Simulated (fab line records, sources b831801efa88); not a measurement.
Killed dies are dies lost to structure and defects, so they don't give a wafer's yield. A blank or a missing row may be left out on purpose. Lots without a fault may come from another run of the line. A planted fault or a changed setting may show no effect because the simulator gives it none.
Chamber matching | flow sfq_line | SFQ_TRILAYER_I0_CMP_CMP_028 on cmp-01: 4 sister chambers
The step polishes SiO2. 14 wafers are shown with their chamber, then 7 later ones without.

WAFERS WITH THEIR CHAMBER
wafer  | chamber | motor_current_A (A) | time_to_endpoint_s (s) | retaining_ring_pressure_frac
L566.2 | 2       | 10.8                | 210                    | 0.989
L566.1 | 1       | 7.5                 | 219                    | 0.997
L566.6 | 2       | 10.5                | 213                    | 0.997
L567.1 | 3       | 10.4                | 210                    | 0.994
L567.4 | 2       | 10.9                | 218                    | 0.990
L567.6 | 2       | 10.6                | 214                    | 0.995
L570.4 | 3       | 10.1                | 213                    | 0.994
L570.1 | 1       | 7.6                 | 218                    | 1.004
L570.6 | 0       | 12.3                | 219                    | 1.002
L574.1 | 1       | 8.0                 | 219                    | 0.996
L574.2 | 3       | 10.4                | 215                    | 1.003
L574.3 | 0       | 12.3                | 206                    | 1.001
L576.4 | 3       | 10.0                | 205                    | 0.993
L576.5 | 2       | 10.3                | 214                    | 1.006

SIGNATURES (means of the wafers above)
reading                      | chamber 0 | chamber 1 | chamber 2 | chamber 3 | scatter within a chamber
motor_current_A              | 12.300    | 7.700     | 10.620    | 10.225    | 0.223
time_to_endpoint_s           | 212.50    | 218.67    | 213.80    | 210.75    | 4.18
retaining_ring_pressure_frac | 1.00150   | 0.99900   | 0.99540   | 0.99600   | 0.00538
Rule: a wafer's distance from a chamber is the root of the sum, over the readings, of the square of ((its reading less the chamber's mean) divided by the reading's scatter). The wafer belongs to the nearest chamber; if the next one is less than 2 further off, it can't be placed. The scatter: the root of (the sum of the squares of (reading less its chamber's mean) over the shown wafers, divided by (wafers less chambers)).

WAFERS WITHOUT THEIR CHAMBER
wafer  | motor_current_A (A) | time_to_endpoint_s (s) | retaining_ring_pressure_frac
L576.6 | 10.5                | 211                    | 0.994
L585.2 | 10.4                | 202                    | 1.007
L585.5 | 13.0                | 208                    | 1.002
L585.6 | 10.3                | 204                    | 1.004
L588.2 | 12.7                | 194                    | 1.000
L588.1 | 10.4                | 202                    | 1.003
L588.6 | 7.7                 | 218                    | 0.998

WHICH CHAMBER EACH WENT THROUGH
wafer  | from the rows above     | in truth
L576.6 | can't be placed: 2 or 3 | 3
L585.2 | can't be placed: 3 or 2 | 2
L585.5 | 0                       | 0
L585.6 | can't be placed: 3 or 2 | 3
L588.2 | 0                       | 0
L588.1 | can't be placed: 3 or 2 | 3
L588.6 | 1                       | 1
Placed correctly: 3 of 7. Can't be placed from these rows: 4 (the true chamber is among the candidates in 4). Placed wrongly: 0.
